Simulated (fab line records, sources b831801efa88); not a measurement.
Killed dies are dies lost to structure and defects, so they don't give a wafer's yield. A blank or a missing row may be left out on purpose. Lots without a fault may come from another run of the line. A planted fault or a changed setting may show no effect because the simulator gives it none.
fab line records | flow sky130
record lots=12 wafers=36 last_day=50
route steps=708 shown NWELL@76 VT_ADJUST_HVTR@138 GATE_OXIDE@188
lots that met no fault: from a run of the same line without faults
start_h: hours from the record's first day to the start of the lot's first wafer shown | wait_h: hours since the lot's step before | " the same as in the row above | L1.1+2: a row that stands for several wafers | - no value, or no start given | * or withheld: withheld | < > ~ a bound
route shown NAME@n: a module of which the file shows steps, and the number in the route of the first | usual: mean/standard deviation of fault-free wafers | same: alike in all rows | chamber/n: place in a boat | sites: the reading at each site | _std_site: their standard deviation | _edge_site: outer sites' mean less inner sites' | radius_mm: how far each site lies from the wafer's centre | mask NAME#n: copy n | behind: the tool/chamber that last shaped the wafer | hold: why the lot was held/for how many hours/how that ended | device: the transistor (n, p or np) that didn't switch | end of line: the same wafers' tests at the end of the route | a step without rows: its recipe alone | killed: dies lost to structure and defects at the first sort, not the wafer's yield | map: a wafer's dies, x killed, . not, _ none there
set.NAME: the setting as run; set.NAME@STEP: as run at that earlier step | model.NAME: the simulator's own value behind a step, which no gauge read
steps of the route over a sample of lots; a table a step, a row a wafer
services: from which hour (start_h, from the record's first day; less than 0 if before it) a tool's chamber was out of use, for how many hours, and why
## steps
# step SKY_NWELL_OVL_MEAS_23
# usual NWELL_01_OVL=-0.4/1.7
# columns lot.wafer tool chamber start_h wait_h NWELL_01_OVL[nm]
L579.1 overlay-02 - 121.16 - -0.3
L579.5 " - " " -0.7
L579.6 " - " " 0.5
L581.1 overlay-01 - 137.93 - -1.5
L581.2 " - " " 1.3
L581.4 " - " " 1.6
L583.1 overlay-01 - 146.56 - -0.7
L583.2 " - " " -4.2
L583.3 " - " " -2.7
L584.2 overlay-01 - 153.51 - -0.8
L584.3 " - " " -1.1
L584.5 " - " " -2.3
L591.1 overlay-02 - 195.66 - -1.4
L591.2 " - " " -1.2
L591.4 " - " " -1.9
L592.2 overlay-01 - 204.14 - -0.4
L592.3 " - " " 0.2
L592.5 " - " " -0.5
L594.4 overlay-01 - 215.88 - -2.2
L594.5 " - " " -3.0
L594.6 " - " " -3.9
L595.3 overlay-01 - 223.07 - -1.1
L595.4 " - " " -1.5
L595.6 " - " " -2.3
L596.3 overlay-02 - 230.37 - -1.8
L596.4 " - " " -0.9
L596.5 " - " " -2.6
L597.3 overlay-02 - 235.27 - 1.5
L597.4 " - " " 3.1
L597.6 " - " " 1.1
L598.2 overlay-01 - 241.16 - -1.3
L598.5 " - " " 0.9
L598.6 " - " " -0.2
L599.2 overlay-02 - 242.89 - 4.9
L599.3 " - " " 3.8
L599.5 " - " " 3.3
# step SKY_VT_ADJUST_HVTR_CD_MEAS_07
# recipe target_cd_nm=380
# usual cd_nm=380.0/2.7
# columns lot.wafer tool chamber start_h wait_h cd_nm
L579.1 cd_sem-02 - 224.01 0.1 381.7
L579.5 " - " " 380.9
L579.6 " - " " 380.8
L581.1 cd_sem-02 - 246.28 0.1 386.0
L581.2 " - " " 386.8
L581.4 " - " " 386.3
L583.1 cd_sem-02 - 256.31 0.1 378.7
L583.2 " - " " 380.4
L583.3 " - " " 382.1
L584.2 cd_sem-01 - 264.73 0.1 381.5
L584.3 " - " " 384.4
L584.5 " - " " 383.6
L591.1 cd_sem-02 - 315.86 0.1 374.8
L591.2 " - " " 374.6
L591.4 " - " " 375.6
L592.2 cd_sem-02 - 326.08 0.1 381.1
L592.3 " - " " 380.3
L592.5 " - " " 380.8
L594.4 cd_sem-01 - 339.79 0.1 378.3
L594.5 " - " " 381.3
L594.6 " - " " 379.3
L595.3 cd_sem-02 - 350.20 0.1 382.8
L595.4 " - " " 379.9
L595.6 " - " " 379.7
L596.3 cd_sem-01 - 358.95 0.1 379.7
L596.4 " - " " 380.5
L596.5 " - " " 381.3
L597.3 cd_sem-01 - 365.35 0.1 378.9
L597.4 " - " " 379.7
L597.6 " - " " 379.5
L598.2 cd_sem-02 - 371.03 0.1 377.2
L598.5 " - " " 372.4
L598.6 " - " " 374.4
L599.2 cd_sem-01 - 373.83 0.1 378.8
L599.3 " - " " 381.4
L599.5 " - " " 383.1
# step SKY_GATE_OXIDE_OXIDATION_01
# recipe temp_c=900 ambient=O2 stabilise_s=600 purge_s=300 target_thk_a=102.68 ox_time_s=1473
# usual spike_tc_bottom_C=920.9/1.3 spike_tc_centre_C=900.3/1.1 spike_tc_lower_C=901.1/1.1 spike_tc_top_C=914.7/2.2 spike_tc_upper_C=899.8/1.7 tube_center_temp_C=899.99/0.078 tube_center_temp_C_max=902.4/0.37
# same stabilise_s=600
# columns lot.wafer tool chamber start_h wait_h spike_tc_bottom_C spike_tc_centre_C spike_tc_lower_C spike_tc_top_C spike_tc_upper_C tube_center_temp_C tube_center_temp_C_max
L579.1 furnace-01 0 307.88 0.7 920.7 900.9 900.0 913.0 898.0 899.96 902.6
L579.5 " 0 " " 919.3 900.7 902.0 912.5 899.4 900.06 902.1
L579.6 " 0 " " 920.4 901.6 902.2 912.3 898.9 900.06 902.1
L581.1 furnace-01 0 332.10 0.7 936.6 917.0 919.7 928.4 915.3 916.81 919.3
L581.2 " 0 " " 936.8 916.6 917.6 930.5 914.7 916.74 918.9
L581.4 " 0 " " 936.2 916.3 917.1 928.3 915.4 916.8 919.0
L583.1 furnace-01 0 342.98 0.0 937.1 917.0 918.4 929.4 914.3 916.85 919.6
L583.2 " 0 " " 936.1 916.2 919.1 927.6 913.1 916.84 919.1
L583.3 " 0 " " 936.8 916.8 918.6 930.7 914.8 916.68 918.6
L584.2 furnace-01 0 352.38 0.0 938.4 917.5 916.3 931.8 916.2 916.67 919.4
L584.3 " 0 " " 937.6 917.3 919.2 927.9 917.1 916.69 918.8
L584.5 " 0 " " 936.6 916.4 920.1 929.0 916.3 916.86 919.2
L591.1 furnace-01 0 407.49 0.5 919.9 900.9 902.8 913.1 897.8 900.02 902.5
L591.2 " 0 " " 919.6 901.1 902.4 913.7 898.0 900.02 902.6
L591.4 " 0 " " 919.8 899.8 901.3 914.2 897.5 900.1 902.1
L592.2 furnace-02 0 417.28 0.0 920.6 900.5 900.8 920.7 901.9 900.08 903.0
L592.3 " 0 " " 921.9 898.0 899.2 917.2 900.9 899.94 902.0
L592.5 " 0 " " 921.3 900.2 901.2 918.0 901.8 899.89 902.8
L594.4 furnace-02 0 432.63 0.7 923.0 901.1 901.2 917.8 902.1 899.93 901.8
L594.5 " 0 " " 920.7 902.0 900.3 916.6 902.0 900.01 902.0
L594.6 " 0 " " 921.6 897.5 901.6 916.3 899.2 899.96 902.4
L595.3 furnace-02 0 448.46 2.5 924.1 900.0 900.9 917.3 900.6 899.91 902.5
L595.4 " 0 " " 921.2 900.8 899.7 918.1 902.5 900.26 902.7
L595.6 " 0 " " 923.3 897.8 901.4 916.3 900.6 900.04 901.9
L596.3 furnace-01 0 459.25 3.7 919.8 901.4 900.0 913.4 898.0 899.89 901.8
L596.4 " 0 " " 920.4 900.7 901.5 913.3 897.4 900.06 902.2
L596.5 " 0 " " 921.9 900.6 903.0 911.5 899.0 899.9 902.7
L597.3 furnace-02 0 460.95 0.3 922.2 901.0 899.8 917.8 898.8 899.94 902.2
L597.4 " 0 " " 922.8 900.0 901.2 916.5 901.5 899.9 902.5
L597.6 " 0 " " 922.1 900.2 900.6 917.7 901.4 899.95 902.2
L598.2 furnace-01 0 470.31 0.1 919.9 898.8 901.4 912.9 897.2 900.06 903.5
L598.5 " 0 " " 920.7 899.7 902.4 912.5 898.8 900.17 902.0
L598.6 " 0 " " 920.2 901.6 901.9 912.4 898.5 900.12 902.8
L599.2 furnace-01 0 470.31 0.1 918.8 899.0 901.2 913.8 898.8 899.96 902.2
L599.3 " 0 " " 921.8 901.7 901.9 914.2 898.8 900.01 902.7
L599.5 " 0 " " 920.5 899.0 900.7 912.7 898.9 899.94 902.1
# step SKY_GATE_OXIDE_THK_MEAS_02
# recipe reads=SiO2_of_GATE_OXIDE_OXIDATION_01
# usual GATE_OXIDE_OXIDATION_00_THK=10.24/0.18
# columns lot.wafer tool chamber start_h wait_h GATE_OXIDE_OXIDATION_00_THK[nm]
L579.1 film_metro-01 - 309.29 0.0 10.11
L579.5 " - " " 10.12
L579.6 " - " " 10.08
L581.1 film_metro-03 - 333.51 0.0 12.30
L581.2 " - " " 12.14
L581.4 " - " " 12.28
L583.1 film_metro-03 - 344.38 0.0 12.42
L583.2 " - " " 12.36
L583.3 " - " " 12.33
L584.2 film_metro-03 - 353.80 0.0 11.94
L584.3 " - " " 11.85
L584.5 " - " " 11.79
L591.1 film_metro-01 - 408.90 0.0 10.16
L591.2 " - " " 10.31
L591.4 " - " " 10.13
L592.2 film_metro-01 - 418.70 0.0 10.41
L592.3 " - " " 10.44
L592.5 " - " " 10.48
L594.4 film_metro-03 - 434.07 0.0 10.29
L594.5 " - " " 10.24
L594.6 " - " " 10.12
L595.3 film_metro-03 - 449.88 0.0 9.96
L595.4 " - " " 9.85
L595.6 " - " " 10.14
L596.3 film_metro-04 - 460.68 0.0 10.33
L596.4 " - " " 10.43
L596.5 " - " " 10.51
L597.3 film_metro-01 - 462.38 0.0 10.12
L597.4 " - " " 10.03
L597.6 " - " " 10.08
L598.2 film_metro-03 - 471.73 0.0 10.47
L598.5 " - " " 10.48
L598.6 " - " " 10.31
L599.2 film_metro-04 - 471.73 0.0 10.44
L599.3 " - " " 10.40
L599.5 " - " " 10.29
# step SKY_GATE_OXIDE_STRIP_13
# recipe chemistry=O2/N2 power_w=1400 pressure_mtorr=1500 platen_temp_c=withheld o2_flow_sccm=3000 n2_flow_sccm=300 overash_fraction=0.5
# usual drypump_motor_current_A=5.9/0.58 oes_product_au=0.715/0.0046 strip_time_to_endpoint_s=14.18/0.038
# columns lot.wafer tool chamber start_h wait_h drypump_motor_current_A oes_product_au rf_hours_counter_h strip_time_to_endpoint_s
L579.1 plasma_asher-01 0 335.44 0.0 6.8 0.725 23 14.22
L579.5 " 1 " " 5.8 0.712 - 14.21
L579.6 " 0 " " 6.8 0.721 - 14.19
L581.1 plasma_asher-01 0 361.25 0.0 6.8 0.719 25 14.22
L581.2 " 1 " " 5.8 0.714 25 14.16
L581.4 " 1 " " 5.8 0.717 - 14.17
L583.1 plasma_asher-04 0 373.27 0.0 5.7 0.718 63 14.15
L583.2 " 1 " " 6.1 0.714 63 14.17
L583.3 " 1 " " 6.1 0.717 - 14.25
L584.2 plasma_asher-01 0 381.52 0.0 6.7 0.716 27 14.18
L584.3 " 1 " " 5.8 0.710 - 14.18
L584.5 " 1 " " 5.8 0.726 - 14.16
L591.1 plasma_asher-02 1 440.27 0.0 5.1 0.717 62 14.11
L591.2 " 0 " " 5.3 0.717 62 14.12
L591.4 " 0 " " 5.3 0.718 - 14.14
L592.2 plasma_asher-01 1 448.85 0.0 5.8 0.708 34 14.08
L592.3 " 1 " " 5.8 0.715 - 14.10
L592.5 " 0 " " 6.8 0.720 - 14.10
L594.4 plasma_asher-01 0 464.75 0.0 6.7 0.724 - 14.25
L594.5 " 1 " " 5.8 0.712 - 14.27
L594.6 " 0 " " 6.7 0.715 - 14.22
L595.3 plasma_asher-02 0 480.85 0.0 5.3 0.723 - 14.17
L595.4 " 1 " " 5.1 0.718 - 14.15
L595.6 " 1 " " 5.1 0.709 - 14.14
L596.3 plasma_asher-01 1 491.13 0.0 5.8 0.715 - 14.24
L596.4 " 0 " " 6.8 0.710 - 14.20
L596.5 " 1 " " 5.8 0.716 - 14.18
L597.3 plasma_asher-04 0 493.41 0.0 5.7 0.719 - 14.17
L597.4 " 1 " " 6.1 0.719 - 14.14
L597.6 " 1 " " 6.1 0.710 - 14.18
L599.2 plasma_asher-04 1 502.29 0.0 6.1 0.716 76 14.19
L599.3 " 1 " " 6.0 0.717 - 14.16
L599.5 " 0 " " 5.7 0.706 - 14.15
L598.2 plasma_asher-02 1 502.30 0.0 5.1 0.719 68 14.16
L598.5 " 1 " " 5.0 0.722 - 14.14
L598.6 " 0 " " 5.3 0.716 - 14.15
## services
# columns tool chamber start_h hours kind
plasma_asher-02 - 285.37 3.1 repair
plasma_asher-04 - 287.35 3.8 repair
plasma_asher-02 - 297.92 4.2 repair
plasma_asher-01 - 309.62 1.1 repair
furnace-01 - 372.45 2.6 pm
plasma_asher-04 - 383.45 2.8 pm
plasma_asher-01 - 409.16 1.8 repair
furnace-02 - 410.29 3.9 pm
furnace-02 - 426.75 3.1 pm
furnace-01 - 440.87 15.5 pm
furnace-02 - 481.27 29.9 repair
## key
first_sign step=SKY_GATE_OXIDE_OXIDATION_01 reading=tube_center_temp_C direction=up sigmas=99+ usual=* struck=*
effect step=SKY_GATE_OXIDE_OXIDATION_01 reading=tube_center_temp_C_max direction=up sigmas=45 usual=* struck=*
effect step=SKY_GATE_OXIDE_THK_MEAS_02 reading=GATE_OXIDE_OXIDATION_00_THK direction=up sigmas=11 usual=10.24 struck=12.16
met_at SKY_GATE_OXIDE_OXIDATION_01
struck_lots L581,L583,L584
tester_left_out L581,L583,L584
not_acting_at SKY_NWELL_OVL_MEAS_23,SKY_VT_ADJUST_HVTR_CD_MEAS_07,SKY_GATE_OXIDE_STRIP_13
onset_between 307.88 332.10
fault kind=process_parameter_drift tool=furnace-01 chamber=- onset_h=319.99 steps=SKY_GATE_OXIDE_OXIDATION_01 channel=temp_c offset=* shape=step end_h=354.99 acts_in=* stated=*
# tester_left_out: of these lots the tester's yield and bins aren't shown, on N5 and GAA mostly nor the transistor test; their killed dies are dies lost to structure and defects alone, not to doping, threshold or leakage, so they don't give the yield
